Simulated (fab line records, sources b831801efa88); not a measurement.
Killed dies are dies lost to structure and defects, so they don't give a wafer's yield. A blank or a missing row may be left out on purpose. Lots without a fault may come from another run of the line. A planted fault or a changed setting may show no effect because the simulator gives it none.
Problem report in the 8D (eight disciplines) form, filled by code | flow sky130 | the parts of the form that need people (team, actions taken, sign-off) are left out

1. THE PROBLEM
oes_product_au at SKY_SD_N_STRIP_11 reads a mean of 0.307 a.u. on 3 wafers of 1 lot; wafers without a fault read 0.528 a.u. with a standard deviation of 0.0049. That is -45 standard deviations from the usual mean.
The step: strips in O2/N2.
First seen on wafer L966.3, day 31 11:43, on plasma_asher-03. The record holds 15 wafers of 5 lots with a number at this step. Rule for "out", or "out of limits": more than 4 standard deviations from the usual mean. The other wafers with a number count as sound.

2. WHAT IT IS AND WHAT IT IS NOT
question                    | is                     | is not
which readings at this step | oes_product_au         | drypump_motor_current_A, n2_flow_sccm
which lots                  | L966                   | L961, L979, L980, L982
which wafers of those lots  | all that have a number | -
read on which tools         | plasma_asher-03        | plasma_asher-01, plasma_asher-02
when                        | from day 31 11:43      | up to then (3 sound wafers); but 9 sound wafers of L979, L980, L982 came after

3. SUSPECTS, AND WHAT RULES EACH OUT
Counting: a tool at a process step up to the reading stays a suspect if it ran every lot that is out and no sound lot after the first of them.
- plasma_asher-03 at SKY_SD_N_STRIP_11 (strips in O2/N2): ruled out as a lasting fault. Sound lots L979 ran on it after its first lot that is out, L966 (day 31 11:43).
Left after counting: nothing in the record.

4. THE CAUSE (what the simulator had put in)
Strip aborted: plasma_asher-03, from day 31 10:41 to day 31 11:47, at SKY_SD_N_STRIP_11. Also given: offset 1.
Counting ruled it out, wrongly.

5. THE CHAIN OF EFFECTS, in route order
Each row: a reading whose mean over the struck wafers that have a number lies more than 3 standard deviations from the usual. Only readings for which the record gives a usual standard deviation are gone through. hours: the time from each lot's start at the first step in this table that gives one to its start at this step, as a median over the lots. sigmas: the change in usual standard deviations.
hours | step              | reading                | usual        | on struck wafers | change | sigmas
0     | SKY_SD_N_STRIP_11 | chamber_pressure_mTorr | 1499.8 mTorr | 1505.6           | +5.8   | +4.9
0     | SKY_SD_N_STRIP_11 | oes_product_au         | 0.528 a.u.   | 0.307            | -0.221 | -45
The process steps in it:
- SKY_SD_N_STRIP_11: strips in O2/N2.
Readings that are blank on the struck wafers while sound wafers have them: strip_time_to_endpoint_s at SKY_SD_N_STRIP_11.
Later measuring or inspecting steps at which every struck wafer that the step has a row for has a number for every such reading, and none has moved that far: SKY_SD_N_TW_MEAS_12.

6. WHAT WOULD HAVE CAUGHT IT SOONER
In this record the first reading out of limits was taken at day 31 11:43, 1 hour after the fault began at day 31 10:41.
